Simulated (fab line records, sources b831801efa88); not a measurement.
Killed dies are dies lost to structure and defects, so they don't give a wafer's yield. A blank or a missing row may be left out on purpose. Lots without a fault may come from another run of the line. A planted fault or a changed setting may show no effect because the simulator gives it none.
Which tool did it? | flow gf180mcu | 11 lots, 33 wafers sampled, at 7 steps of a route of 602

WHAT THE GAUGES READ, wafer by wafer
GF_VT_IMPLANT_RS_MEAS_48: measures by four-point-probe.
lot  | measured     | on            | LVPWELL_RS (ohm/sq)
L572 | day 8 11:53  | film_metro-01 | 1200.6 1201.1 1200.9
L574 | day 9 04:08  | film_metro-03 | 1193.7 1193.5 1193.6
L575 | day 9 12:55  | film_metro-02 | 1197.2 1196.3 1195.0
L576 | day 10 00:55 | film_metro-01 | 1199.0 1201.6 1199.9
L577 | day 10 01:13 | film_metro-02 | 1201.9 1201.7 1200.8
L578 | day 10 07:02 | film_metro-01 | 1196.0 1195.1 1199.9
L579 | day 10 17:47 | film_metro-01 | 1200.0 1200.6 1198.2
L583 | day 11 15:26 | film_metro-01 | 1198.1 1200.5 1195.6
L586 | day 12 11:48 | film_metro-01 | 1197.3 1198.8 1198.5
L589 | day 13 05:49 | film_metro-01 | 1198.8 1197.9 1192.6
L592 | day 14 03:53 | film_metro-02 | 1192.7 1189.0 1189.4

GF_HV_LDD_CD_MEAS_07: target cd 400 nm.
lot  | measured     | on        | cd_nm (nm)
L572 | day 11 07:10 | cd_sem-02 | 399.2 397.3 398.3
L574 | day 12 01:04 | cd_sem-02 | 402.5 400.2 400.3
L575 | day 12 07:16 | cd_sem-02 | 402.5 401.4 402.7
L576 | day 12 23:04 | cd_sem-02 | 398.3 397.7 397.5
L577 | day 12 23:16 | cd_sem-01 | 396.5 398.5 398.4
L578 | day 13 02:58 | cd_sem-02 | 398.2 398.0 400.5
L579 | day 13 11:53 | cd_sem-02 | 400.9 397.9 398.0
L583 | day 14 14:25 | cd_sem-02 | 398.4 399.4 398.1
L586 | day 15 10:55 | cd_sem-01 | 402.6 403.9 403.4
L589 | day 16 06:31 | cd_sem-02 | - - -
L592 | day 17 08:23 | cd_sem-01 | 400.8 401.4 397.8

GF_HV_LDD_TW_MEAS_11.
lot  | measured     | on            | HV_LDD_TW
L572 | day 11 07:33 | film_metro-03 | 2388 2373 2384
L574 | day 12 01:28 | film_metro-01 | 2412 2420 2417
L575 | day 12 07:40 | film_metro-02 | 2379 2376 2386
L576 | day 12 23:29 | film_metro-03 | 2382 2404 2386
L577 | day 12 23:41 | film_metro-01 | 2416 2421 2418
L578 | day 13 03:23 | film_metro-01 | 2418 2406 2399
L579 | day 13 12:17 | film_metro-02 | 2410 2405 2394
L583 | day 14 14:49 | film_metro-01 | 2401 2413 2411
L586 | day 15 11:18 | film_metro-01 | 2415 2404 2420
L589 | day 16 06:55 | film_metro-03 | 30 30 30
L592 | day 17 08:47 | film_metro-02 | 2369 2373 2380

GF_HV_LDD_TW_MEAS_23.
lot  | measured     | on            | HV_LDD_2_TW
L572 | day 12 02:29 | film_metro-02 | 1047 1049 1045
L574 | day 12 21:49 | film_metro-01 | 1064 1054 1065
L575 | day 13 04:16 | film_metro-01 | 1053 1052 1055
L576 | day 13 19:43 | film_metro-03 | 1048 1044 1047
L577 | day 13 20:01 | film_metro-01 | 1053 1051 1057
L578 | day 14 00:02 | film_metro-01 | 1052 1053 1056
L579 | day 14 08:38 | film_metro-01 | 1057 1050 1050
L583 | day 15 12:11 | film_metro-01 | 1055 1055 1056
L586 | day 16 09:54 | film_metro-01 | 1051 1043 1049
L589 | day 17 05:46 | film_metro-01 | 2466 2456 2444
L592 | day 18 08:35 | film_metro-01 | 1060 1056 1049

WHICH TOOL RAN EACH LOT (tool, then ch and the chambers of the sampled wafers, then the start)
lot  | GF_POLY_GATE_ETCH_12               | GF_HV_LDD_EXPOSE_04                 | GF_HV_LDD_STRIP_22
L572 | rie_diel-03 ch 0,2, day 10 04:50   | iline_stepper-02 ch 0, day 10 21:20 | plasma_asher-03 ch 0,1, day 12 02:25
L574 | rie_diel-03 ch 1,2, day 11 01:20   | iline_stepper-01 ch 0, day 11 15:22 | plasma_asher-01 ch 0,1, day 12 21:43
L575 | rie_diel-03 ch 0,1,3, day 11 11:29 | iline_stepper-01 ch 0, day 11 22:10 | plasma_asher-01 ch 0,1, day 13 04:10
L576 | rie_diel-02 ch 0,1,2, day 12 02:01 | iline_stepper-01 ch 0, day 12 13:25 | plasma_asher-03 ch 0,1, day 13 19:37
L577 | rie_diel-03 ch 2,3, day 12 01:55   | iline_stepper-02 ch 0, day 12 13:40 | plasma_asher-01 ch 0,1, day 13 19:55
L578 | rie_diel-03 ch 0,3, day 12 05:46   | iline_stepper-01 ch 0, day 12 17:33 | plasma_asher-01 ch 0,1, day 13 23:56
L579 | rie_diel-02 ch 2,3, day 12 13:10   | iline_stepper-01 ch 0, day 13 01:38 | plasma_asher-01 ch 0,1, day 14 08:32
L583 | rie_diel-02 ch 2,3, day 13 12:35   | iline_stepper-01 ch 0, day 14 04:14 | plasma_asher-02 ch 0,1, day 15 12:05
L586 | rie_diel-04 ch 0,1, day 14 11:55   | iline_stepper-01 ch 0, day 14 23:53 | plasma_asher-03 ch 0,1, day 16 09:49
L589 | rie_diel-03 ch 0,1, day 15 05:47   | iline_stepper-01 ch 0, day 15 19:02 | plasma_asher-01 ch 0,1, day 17 05:40
L592 | rie_diel-03 ch 0,1,2, day 16 08:04 | iline_stepper-01 ch 0, day 16 20:58 | plasma_asher-02 ch 1, day 18 08:28
- GF_POLY_GATE_ETCH_12: etches BARC in N2/H2.
- GF_HV_LDD_EXPOSE_04: exposes mask Nplus LV AREA, target cd 400 nm.
- GF_HV_LDD_STRIP_22: strips in O2/N2.

WHAT THE TOOLS THEMSELVES READ (means of the sampled wafers that have a number; where no wafer has one, the mark that the record gives instead)
GF_POLY_GATE_ETCH_12.
lot  | tool        | drypump_motor_current_A (A) | oes_product_au (a.u.) | throttle_valve_pct (%)
L572 | rie_diel-03 | 5.4                         | 0.738                 | 13.209
L574 | rie_diel-03 | 5.5                         | 0.734                 | 13.219
L575 | rie_diel-03 | 5.6                         | 0.734                 | 13.212
L576 | rie_diel-02 | 5.4                         | 0.733                 | 13.220
L577 | rie_diel-03 | 5.5                         | 0.736                 | 13.209
L578 | rie_diel-03 | 5.5                         | 0.734                 | 13.220
L579 | rie_diel-02 | 5.3                         | 0.735                 | 13.209
L583 | rie_diel-02 | 5.1                         | 0.734                 | 13.218
L586 | rie_diel-04 | 5.6                         | 0.734                 | 13.220
L589 | rie_diel-03 | 5.5                         | 0.733                 | 13.229
L592 | rie_diel-03 | 5.5                         | 0.737                 | 13.210

GF_HV_LDD_EXPOSE_04.
lot  | tool             | stage_vel_mm_s (mm/s)
L572 | iline_stepper-02 | 499.94
L574 | iline_stepper-01 | 499.86
L575 | iline_stepper-01 | 500.30
L576 | iline_stepper-01 | 500.12
L577 | iline_stepper-02 | 500.00
L578 | iline_stepper-01 | 500.01
L579 | iline_stepper-01 | 500.07
L583 | iline_stepper-01 | 500.18
L586 | iline_stepper-01 | 500.09
L589 | iline_stepper-01 | 499.66
L592 | iline_stepper-01 | 500.15

GF_HV_LDD_STRIP_22.
lot  | tool            | drypump_motor_current_A (A) | heater_power_w (W) | oes_product_au (a.u.) | strip_time_to_endpoint_s (s)
L572 | plasma_asher-03 | 6.3                         | 321                | 0.718                 | 12.642
L574 | plasma_asher-01 | 5.7                         | 344                | 0.719                 | 12.603
L575 | plasma_asher-01 | 6.1                         | 360                | 0.718                 | 12.655
L576 | plasma_asher-03 | 6.0                         | 348                | 0.719                 | 12.644
L577 | plasma_asher-01 | 6.1                         | 355                | 0.713                 | 12.663
L578 | plasma_asher-01 | 6.1                         | 357                | 0.720                 | 12.611
L579 | plasma_asher-01 | 6.0                         | 356                | 0.716                 | 12.635
L583 | plasma_asher-02 | 6.0                         | 294                | 0.715                 | 12.581
L586 | plasma_asher-03 | 6.0                         | 347                | 0.715                 | 12.680
L589 | plasma_asher-01 | 6.0                         | 355                | 0.717                 | 12.611
L592 | plasma_asher-02 | 6.4                         | 279                | 0.717                 | 12.632

THE ANSWER, worked out from the rows above alone
Rule: what is usual is taken from the lots themselves. Put in order of their means at a reading, lots are off if they are a third of the lots or fewer, leave a main group of 4 or more, and stand apart from it by a gap of 3 or more times the standard deviation of the main group's means; of several such gaps the widest counts. A main group whose means are all the same, to the digits that the tables above print for the reading, isn't used. A lot without any number at a reading at which 4 lots or more have one is off too. The other lots that the step has rows for count as sound. The gauges are gone through in route order, then the tools' own readings, and for those a lot's mean is taken as printed above. The first step at which some lot is off is used, and at that step the reading that is off furthest; a lot without a number counts as furthest.
Off: L589, at GF_HV_LDD_CD_MEAS_07 (cd_nm). Without a number there: L589. The main group: mean 399.7 nm, standard deviation 1.8.
A tool fits if, at a process step before that reading, it ran every lot that is off, and no sound lot after the first of them. The gauges at GF_HV_LDD_CD_MEAS_07 aren't tried: what is off there is off at GF_HV_LDD_TW_MEAS_11 too, on other tools, and a gauge's error can't cause that. None of those tried fits.

WHAT THE SIMULATOR HAD PUT IN
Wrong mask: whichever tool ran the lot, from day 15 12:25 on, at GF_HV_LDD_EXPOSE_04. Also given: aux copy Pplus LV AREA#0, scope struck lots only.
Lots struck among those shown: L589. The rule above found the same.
